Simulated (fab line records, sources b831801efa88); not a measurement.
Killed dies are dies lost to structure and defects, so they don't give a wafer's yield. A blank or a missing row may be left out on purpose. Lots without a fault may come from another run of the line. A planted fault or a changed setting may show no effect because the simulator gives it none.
Which tool did it? | flow gf180mcu | 11 lots, 33 wafers sampled, at 4 steps of a route of 602

WHAT THE GAUGES READ, wafer by wafer
GF_M4_THK_MEAS_06: measures by xrf. Usual: M4_ALCU_THK 440 nm, standard deviation 5.1.
lot  | measured     | on            | M4_ALCU_THK (nm) | flag
L213 | day 22 15:08 | film_metro-04 | 436 441 437      |
L215 | day 23 14:44 | film_metro-04 | 437 436 439      |
L217 | day 24 02:29 | film_metro-03 | 439 443 438      |
L218 | day 24 22:20 | film_metro-03 | 425 437 438      |
L219 | day 25 01:43 | film_metro-04 | 441 443 438      |
L220 | day 25 07:43 | film_metro-04 | 441 442 442      |
L223 | day 26 06:11 | film_metro-03 | 433 440 432      |
L224 | day 26 11:50 | film_metro-02 | 439 437 444      |
L232 | day 28 21:43 | film_metro-03 | 446 447 451      |
L234 | day 29 09:30 | film_metro-03 | 445 446 446      |
L236 | day 29 22:25 | film_metro-04 | 445 436 448      |

GF_V4_THK_MEAS_01. Usual: V4_CVD_00_THK 600 nm, standard deviation 6.4.
lot  | measured     | on            | V4_CVD_00_THK (nm) | flag
L213 | day 23 15:04 | film_metro-02 | 607 603 611        |
L215 | day 24 13:28 | film_metro-02 | 600 607 605        |
L217 | day 25 01:26 | film_metro-02 | 595 590 602        |
L218 | day 25 20:17 | film_metro-01 | 600 601 603        |
L219 | day 25 23:29 | film_metro-02 | 599 606 611        |
L220 | day 26 05:29 | film_metro-03 | 612 614 619        |
L223 | day 27 03:49 | film_metro-02 | 595 588 599        |
L224 | day 27 09:19 | film_metro-02 | 593 596 607        |
L232 | day 29 18:15 | film_metro-03 | 601 595 602        |
L234 | day 30 04:19 | film_metro-03 | 594 589 605        |
L236 | day 30 18:00 | film_metro-03 | 598 598 588        |

GF_V4_BOW_MEAS_05. Usual: V4_BOW 135 um, standard deviation 9.
lot  | measured     | on            | V4_BOW (um)       | flag
L213 | day 23 15:36 | film_metro-01 | 147 142 134       |
L215 | day 24 13:58 | film_metro-02 | 152 150 146       |
L217 | day 25 01:57 | film_metro-02 | 106 113 127       |
L218 | day 25 20:46 | film_metro-02 | 131 140 138       |
L219 | day 25 23:59 | film_metro-01 | 134 132 130       |
L220 | day 26 05:59 | film_metro-02 | 127 134 137       |
L223 | day 27 04:19 | film_metro-03 | 138 132 135 - - - |
L224 | day 27 09:50 | film_metro-01 | 129 147 138 - - - |
L232 | day 29 19:17 | film_metro-02 | 150 135 144       |
L234 | day 30 04:49 | film_metro-01 | 146 156 144       |
L236 | day 30 18:31 | film_metro-03 | 116 121 117       |

WHICH TOOL RAN EACH LOT (tool, then ch and the chambers of the sampled wafers, then the start)
lot  | GF_V4_CMP_04
L213 | cmp-02 ch 0,1,3, day 23 15:26
L215 | cmp-01 ch 0,2,3, day 24 13:44
L217 | cmp-01 ch 0,1, day 25 01:37
L218 | cmp-02 ch 0,2,3, day 25 20:31
L219 | cmp-02 ch 0,1, day 25 23:44
L220 | cmp-02 ch 0,2,3, day 26 05:41
L223 | cmp-01 ch 0,1,2, day 27 04:08
L224 | cmp-01 ch 1,2,3, day 27 09:37
L232 | cmp-02 ch 0,1,2, day 29 18:59
L234 | cmp-02 ch 2,3, day 30 04:30
L236 | cmp-02 ch 0,1,2, day 30 18:10
- GF_V4_CMP_04: polishes SiO2.

WHAT THE TOOLS THEMSELVES READ (means of the sampled wafers that have a number; where no wafer has one, the mark that the record gives instead)
GF_V4_CMP_04. Usual: edge_zone_pressure_frac 0.999, standard deviation 0.0055; motor_current_A 12.2 A, standard deviation 1.4; platen_rpm 60.00 rpm, standard deviation 0.039; slurry_filter_dp_kPa 13.50 kPa, standard deviation 0.12; time_to_endpoint_s 76 s, standard deviation 6.4.
lot  | tool   | edge_zone_pressure_frac | motor_current_A (A) | platen_rpm (rpm) | slurry_filter_dp_kPa (kPa) | time_to_endpoint_s (s) | flag
L213 | cmp-02 | 0.995                   | 12.2                | 59.99            | 13.50                      | 75                     |
L215 | cmp-01 | 1.003                   | 12.8                | 60.00            | 13.53                      | 84                     |
L217 | cmp-01 | 1.002                   | 11.6                | 60.00            | 13.49                      | 76                     |
L218 | cmp-02 | 1.000                   | 11.3                | 60.01            | 13.46                      | 67                     |
L219 | cmp-02 | 0.995                   | 13.6                | 59.95            | 13.54                      | 80                     |
L220 | cmp-02 | 1.000                   | 11.1                | 60.00            | 13.52                      | 69                     |
L223 | cmp-01 | 0.999                   | 12.0                | 60.01            | 13.44                      | 107                    | OFF
L224 | cmp-01 | 1.003                   | 12.4                | 59.97            | 13.61                      | 104                    | OFF
L232 | cmp-02 | 1.000                   | 12.7                | 60.03            | 13.45                      | 76                     |
L234 | cmp-02 | 0.992                   | 11.0                | 60.00            | 13.41                      | 66                     |
L236 | cmp-02 | 0.996                   | 12.6                | 59.99            | 13.50                      | 71                     |

THE ANSWER, worked out from the rows above alone
Rule: a lot is off if the mean of its wafers that have a number lies more than 3 standard deviations from the usual mean. A lot without any number at a reading at which 4 lots or more have one is off too. The other lots that the step has rows for count as sound. The gauges are gone through in route order, then the tools' own readings, and for those a lot's mean is taken as printed above. The first step at which some lot is off is used, and at that step the reading that is off furthest; a lot without a number counts as furthest.
Off: L223, L224, at GF_V4_CMP_04 (time_to_endpoint_s).
A tool fits if, at that step or a process step before it, it ran every lot that is off, and no sound lot after the first of them. One fits: cmp-01 at GF_V4_CMP_04. Its last sound lot is L217 (day 25 01:37), its first lot that is off L223 (day 27 04:08): a fault that began between those two fits.
The tool's own readings at GF_V4_CMP_04 bear it out: on the lots that are off they differ by more than 5 times the standard deviation of the sound lots' means. time_to_endpoint_s reads 106 s there against 74 s on the sound lots.

WHAT THE SIMULATOR HAD PUT IN
Process parameter drift: cmp-01, from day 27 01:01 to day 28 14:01, at GF_V4_CMP_04. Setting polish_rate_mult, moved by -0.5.
Lots struck among those shown: L223, L224. The rule above found the same.
